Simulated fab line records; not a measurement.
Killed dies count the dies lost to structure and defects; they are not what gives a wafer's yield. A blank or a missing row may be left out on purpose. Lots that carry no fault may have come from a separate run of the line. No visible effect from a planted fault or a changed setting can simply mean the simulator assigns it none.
Which of the tools did it? / flow sky130 / 12 lots (36 wafers sampled), 1 step of a 708-step route

== WHAT THE GAUGES SHOWED, per wafer ==
SKY_FIELD_ISO_BOW_MEAS_00.
lot=L075; measured=day 1 15:00; on=filmMetro-04; INCOMING_BOW (um)=-6 7 -5
lot=L077; measured=day 2 01:04; on=filmMetro-01; INCOMING_BOW (um)=4 -1 3
lot=L079; measured=day 2 11:02; on=filmMetro-01; INCOMING_BOW (um)=0 3 -2
lot=L081; measured=day 2 21:00; on=filmMetro-04; INCOMING_BOW (um)=1 -7 -1
lot=L083; measured=day 3 07:01; on=filmMetro-04; INCOMING_BOW (um)=-8 -7 3
lot=L085; measured=day 3 17:02; on=filmMetro-01; INCOMING_BOW (um)=-3 -3 -3
lot=L087; measured=day 4 03:02; on=filmMetro-04; INCOMING_BOW (um)=-5 -7 -6
lot=L089; measured=day 4 13:00; on=filmMetro-01; INCOMING_BOW (um)=7 -4 -11
lot=L091; measured=day 4 23:00; on=filmMetro-03; INCOMING_BOW (um)=-7 0 15
lot=L093; measured=day 5 09:01; on=filmMetro-01; INCOMING_BOW (um)=0 3 1
lot=L095; measured=day 5 19:00; on=filmMetro-01; INCOMING_BOW (um)=7 -6 3
lot=L097; measured=day 6 05:00; on=filmMetro-01; INCOMING_BOW (um)=6 3 5

== EACH LOT AND THE TOOL THAT RAN IT (in order: tool; ch and the chambers of the sampled wafers; start) ==
The record holds no process step before these readings.

== THE ANSWER, worked out from the rows above alone ==
Rule: the lots themselves supply what counts as usual. The widest of any qualifying gaps counts: lots, ordered by their means at a reading, are off when they make up no more than a third of the lots, leave a main group of 4 or more, and stand apart from it by 3 or more times the standard deviation of that group's means. A main group whose means are all the same, to the digits that the tables above print for the reading, isn't used. Also off: a lot with no number at a reading for which 4 or more lots have one. Any other lot the step has rows for is counted as sound.
Across all readings shown, no lot is off: no conclusion can be drawn from this.

== WHAT THE SIMULATOR PUT IN ==
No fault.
